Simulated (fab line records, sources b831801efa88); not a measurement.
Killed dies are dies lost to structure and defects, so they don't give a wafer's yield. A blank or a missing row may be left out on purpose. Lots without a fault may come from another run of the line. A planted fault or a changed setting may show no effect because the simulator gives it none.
fab line records | flow sky130
record lots=15 wafers=45 last_day=51
route steps=708 shown PWDE@54 VT_ADJUST_HVTP@92 VT_ADJUST_LVTN@114 VT_ADJUST_HVTR@139
lots that met no fault: from a run of the same line without faults
start_h: hours from the record's first day to the start of the lot's first wafer shown | wait_h: hours since the lot's step before | " the same as in the row above | L1.1+2: a row that stands for several wafers | - no value, or no start given | * or withheld: withheld | < > ~ a bound
route shown NAME@n: a module of which the file shows steps, and the number in the route of the first | usual: mean/standard deviation of fault-free wafers | same: alike in all rows | chamber/n: place in a boat | sites: the reading at each site | _std_site: their standard deviation | _edge_site: outer sites' mean less inner sites' | radius_mm: how far each site lies from the wafer's centre | mask NAME#n: copy n | behind: the tool/chamber that last shaped the wafer | hold: why the lot was held/for how many hours/how that ended | device: the transistor (n, p or np) that didn't switch | end of line: the same wafers' tests at the end of the route | a step without rows: its recipe alone | killed: dies lost to structure and defects at the first sort, not the wafer's yield | map: a wafer's dies, x killed, . not, _ none there
set.NAME: the setting as run; set.NAME@STEP: as run at that earlier step | model.NAME: the simulator's own value behind a step, which no gauge read
steps of the route over a sample of lots; a table a step, a row a wafer
services: from which hour (start_h, from the record's first day; less than 0 if before it) a tool's chamber was out of use, for how many hours, and why
## steps
# step SKY_PWDE_STRIP_09
# recipe chemistry=O2/N2 power_w=1400 pressure_mtorr=1500 platen_temp_c=withheld o2_flow_sccm=3000 n2_flow_sccm=300 overash_fraction=0.5
# usual drypump_motor_current_A=5.8/0.41 oes_product_au=0.723/0.0045 strip_time_to_endpoint_s=36.93/0.099
# columns lot.wafer tool chamber start_h wait_h drypump_motor_current_A oes_product_au rf_hours_counter_h strip_time_to_endpoint_s
L628.1 plasma_asher-04 1 78.29 0.1 6.1 0.725 27 37.08
L628.3 " 0 " " 6.1 0.719 - 37.01
L628.6 " 1 " " 6.1 0.721 - 37.09
L631.2 plasma_asher-02 0 93.65 0.1 5.1 0.724 40 36.96
L631.3 " 1 " " 5.3 0.726 - 37.00
L631.5 " 0 " " 5.1 0.723 - 36.94
L630.1 plasma_asher-04 1 93.89 0.1 6.1 0.731 28 37.05
L630.4 " 1 " " 6.1 0.728 - 37.02
L630.5 " 1 " " 6.2 0.733 - 37.06
L632.1 plasma_asher-03 1 104.94 0.1 5.9 0.721 42 36.88
L632.4 " 1 " " 5.9 0.722 - 36.91
L632.5 " 1 " " 5.9 0.722 - 36.97
L633.1 plasma_asher-04 0 115.22 0.1 6.1 0.728 30 37.03
L633.4 " 0 " " 6.1 0.719 - 36.88
L633.6 " 1 " " 6.1 0.722 - 36.84
L634.1 plasma_asher-04 1 121.00 0.1 6.2 0.719 31 36.95
L634.2 " 0 " " 6.1 0.721 31 36.95
L634.5 " 1 " " 6.2 0.720 - 36.96
L636.1 plasma_asher-02 1 121.35 0.1 5.4 0.717 43 36.82
L636.2 " 0 " " 5.1 0.719 43 36.87
L636.6 " 0 " " 5.1 0.721 - 36.76
L637.3 plasma_asher-04 0 124.41 0.1 6.1 0.722 - 36.86
L637.4 " 1 " " 6.2 0.720 - 36.90
L637.6 " 0 " " 6.2 0.723 - 36.92
L638.1 plasma_asher-02 0 138.40 0.1 5.1 0.717 45 36.67
L638.5 " 0 " " 5.1 0.727 - 36.71
L638.6 " 1 " " 5.4 0.717 - 36.71
L645.3 plasma_asher-03 1 168.77 0.1 5.9 0.724 - 36.89
L645.4 " 0 " " 5.3 0.714 - 36.99
L645.6 " 1 " " 5.9 0.725 - 36.98
L646.1 plasma_asher-02 1 172.47 0.1 5.4 0.725 48 36.97
L646.5 " 1 " " 5.4 0.720 - 36.88
L646.6 " 0 " " 5.1 0.719 - 36.82
L647.1 plasma_asher-04 1 180.60 0.1 6.2 0.718 37 37.02
L647.3 " 0 " " 6.1 0.725 - 36.97
L647.4 " 1 " " 6.2 0.729 - 36.92
L648.3 plasma_asher-04 0 187.27 0.1 6.1 0.725 - 36.97
L648.4 " 1 " " 6.2 0.724 - 36.97
L648.5 " 0 " " 6.1 0.721 - 37.06
L649.1 plasma_asher-04 0 192.87 0.1 6.1 0.728 38 37.16
L649.3 " 0 " " 6.1 0.728 - 37.02
L649.5 " 1 " " 6.2 0.720 - 37.11
L650.2 plasma_asher-04 1 205.17 0.1 6.1 0.723 39 36.82
L650.5 " 1 " " 6.1 0.726 - 36.82
L650.6 " 0 " " 6.1 0.714 - 36.79
# step SKY_VT_ADJUST_HVTP_CD_MEAS_07
# recipe target_cd_nm=380
# usual cd_nm=380.0/2.6
# columns lot.wafer tool chamber start_h wait_h cd_nm
L628.1 cd_sem-01 - 131.43 0.1 377.4
L628.3 " - " " 376.4
L628.6 " - " " 376.5
L631.2 cd_sem-02 - 149.30 0.1 381.6
L631.3 " - " " 380.0
L631.5 " - " " 380.5
L630.1 cd_sem-01 - 149.58 0.1 383.3
L630.4 " - " " 381.8
L630.5 " - " " 383.2
L632.1 cd_sem-02 - 161.43 0.1 380.5
L632.4 " - " " 381.4
L632.5 " - " " 380.9
L633.1 cd_sem-01 - 172.96 0.1 381.0
L633.4 " - " " 378.8
L633.6 " - " " 380.9
L634.1 cd_sem-02 - 180.06 0.1 377.4
L634.2 " - " " 376.7
L634.5 " - " " 379.0
L636.1 cd_sem-01 - 180.53 0.1 378.4
L636.2 " - " " 378.9
L636.6 " - " " 377.3
L637.3 cd_sem-01 - 182.95 0.1 377.9
L637.4 " - " " 379.0
L637.6 " - " " 379.7
L638.1 cd_sem-01 - 199.73 0.1 382.0
L638.5 " - " " 381.4
L638.6 " - " " 382.5
L645.3 cd_sem-02 - 233.73 0.1 376.7
L645.4 " - " " 378.3
L645.6 " - " " 377.3
L646.1 cd_sem-02 - 238.28 0.1 378.7
L646.5 " - " " 378.8
L646.6 " - " " 379.6
L647.1 cd_sem-01 - 247.88 0.1 379.1
L647.3 " - " " 381.1
L647.4 " - " " 377.8
L648.3 cd_sem-01 - 253.43 0.1 383.5
L648.4 " - " " 381.6
L648.5 " - " " 382.5
L649.1 cd_sem-02 - 261.63 0.1 377.1
L649.3 " - " " 376.4
L649.5 " - " " 378.5
L650.2 cd_sem-02 - 274.85 0.1 377.0
L650.5 " - " " 376.6
L650.6 " - " " 377.1
# step SKY_VT_ADJUST_LVTN_DEVELOP_17
# recipe resist=NOVOLAK developer=TMAH develop_time_s=60 dev_temp_c=23
# usual chill_plate_temp_C=22.99/0.11 develop_time_s=60/0
# columns lot.wafer tool chamber start_h wait_h chill_plate_temp_C develop_time_s
L628.1 litho_track-04 0 170.24 0.1 22.98 60
L628.3 " 0 " " 22.83 60
L628.6 " 0 " " 22.85 60
L631.2 litho_track-02 0 188.77 0.1 22.99 60
L631.3 " 0 " " 23.01 60
L631.5 " 0 " " 22.96 60
L630.1 litho_track-01 0 189.18 0.1 23.00 60
L630.4 " 0 " " 23.13 60
L630.5 " 0 " " 23.24 60
L632.1 litho_track-04 0 202.54 0.1 22.90 60
L632.4 " 0 " " 23.05 60
L632.5 " 0 " " 23.14 60
L633.1 litho_track-01 0 215.93 0.1 23.00 60
L633.4 " 0 " " 22.92 60
L633.6 " 0 " " 23.02 60
L634.1 litho_track-02 0 223.45 0.1 23.16 60
L634.2 " 0 " " 23.21 60
L634.5 " 0 " " 23.13 60
L636.1 litho_track-01 0 224.43 0.1 23.16 60
L636.2 " 0 " " 22.89 60
L636.6 " 0 " " 23.00 60
L637.3 litho_track-04 0 226.44 0.1 22.88 60
L637.4 " 0 " " 23.00 60
L637.6 " 0 " " 22.91 60
L638.1 litho_track-02 0 244.00 0.1 22.89 60
L638.5 " 0 " " 23.19 60
L638.6 " 0 " " 23.12 60
L645.3 litho_track-02 - 281.70 0.1 - -
L645.4 " - " " - -
L645.6 " - " " - -
L646.1 litho_track-02 - 287.20 0.1 - -
L646.5 " - " " - -
L646.6 " - " " - -
L647.1 litho_track-01 - 297.53 0.1 - -
L647.3 " - " " - -
L647.4 " - " " - -
L648.3 litho_track-01 0 304.23 0.1 23.08 60
L648.4 " 0 " " 23.02 60
L648.5 " 0 " " 23.05 60
L649.1 litho_track-04 0 312.03 0.1 22.98 60
L649.3 " 0 " " 23.08 60
L649.5 " 0 " " 22.97 60
L650.2 litho_track-01 0 327.21 0.1 22.88 60
L650.5 " 0 " " 22.76 60
L650.6 " 0 " " 22.93 60
# step SKY_VT_ADJUST_HVTR_OVL_MEAS_08
# usual VT_ADJUST_HVTR_OVL=0.0/1.7
# columns lot.wafer tool chamber start_h wait_h VT_ADJUST_HVTR_OVL[nm]
L628.1 overlay-02 - 211.88 0.1 0.2
L628.3 " - " " 0.0
L628.6 " - " " -0.1
L631.2 overlay-01 - 232.34 0.1 0.3
L631.3 " - " " 0.5
L631.5 " - " " -0.6
L630.1 overlay-02 - 233.42 0.1 0.2
L630.4 " - " " -0.5
L630.5 " - " " 0.9
L632.1 overlay-01 - 248.18 0.1 -1.0
L632.4 " - " " 2.1
L632.5 " - " " 0.9
L633.1 overlay-02 - 262.37 0.1 -1.6
L633.4 " - " " -0.8
L633.6 " - " " 1.0
L634.1 overlay-02 - 271.27 0.1 -1.2
L634.2 " - " " 0.5
L634.5 " - " " 0.0
L636.1 overlay-01 - 271.70 0.1 1.0
L636.2 " - " " -0.2
L636.6 " - " " -0.7
L637.3 overlay-02 - 273.80 0.1 -4.1
L637.4 " - " " -3.8
L637.6 " - " " -2.5
L638.1 overlay-02 - 293.57 0.1 -2.6
L638.5 " - " " -2.0
L638.6 " - " " -3.6
L645.3 overlay-02 - 333.63 0.1 0.8
L645.4 " - " " -0.3
L645.6 " - " " 1.4
L646.1 overlay-01 - 339.32 0.1 3.5
L646.5 " - " " 1.7
L646.6 " - " " 4.2
L647.1 overlay-01 - 351.75 0.1 3.2
L647.3 " - " " -0.2
L647.4 " - " " 1.1
L648.3 overlay-02 - 357.60 0.1 -3.0
L648.4 " - " " -0.6
L648.5 " - " " -1.0
L649.1 overlay-02 - 366.90 0.1 -1.0
L649.3 " - " " 1.8
L649.5 " - " " -0.2
L650.2 overlay-02 - 382.11 0.1 -2.1
L650.5 " - " " -2.3
L650.6 " - " " -2.3
## services
# columns tool chamber start_h hours kind
plasma_asher-02 - 98.71 0.9 repair
plasma_asher-03 - 108.75 9.0 pm
plasma_asher-03 0 108.75 9.0 vent_cycle
plasma_asher-03 1 108.75 9.0 vent_cycle
plasma_asher-03 - 109.89 1.5 repair
plasma_asher-03 0 117.75 - clean
plasma_asher-03 1 117.75 - clean
plasma_asher-04 - 250.25 0.4 repair
plasma_asher-03 - 279.11 2.8 pm
plasma_asher-02 - 295.69 2.2 repair
litho_track-04 - 314.38 - consumable_replace:filter
plasma_asher-02 - 317.88 5.0 repair
## key
first_sign step=SKY_VT_ADJUST_LVTN_DEVELOP_17 reading=tool_record direction=missing
effect none on later readings
met_at SKY_VT_ADJUST_LVTN_DEVELOP_17
struck_lots L645,L646,L647
sort_left_out L645.3,L645.4,L645.6,L646.1,L646.5,L646.6,L647.1,L647.3,L647.4
tester_left_out L645,L646,L647
not_acting_at SKY_PWDE_STRIP_09,SKY_VT_ADJUST_HVTP_CD_MEAS_07,SKY_VT_ADJUST_HVTR_OVL_MEAS_08
onset_between 244.00 281.70
fault kind=skipped_step_whole tool=litho_track-01,litho_track-02 chamber=- onset_h=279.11 steps=SKY_VT_ADJUST_LVTN_DEVELOP_17 scope=struck_lots_only
# tester_left_out: of these lots the tester's yield and bins aren't shown, on N5 and GAA mostly nor the transistor test; their killed dies are dies lost to structure and defects alone, not to doping, threshold or leakage, so they don't give the yield
# sort_left_out: the simulated sort isn't trusted on such a fault, so these wafers' sort isn't shown, and their yield isn't known
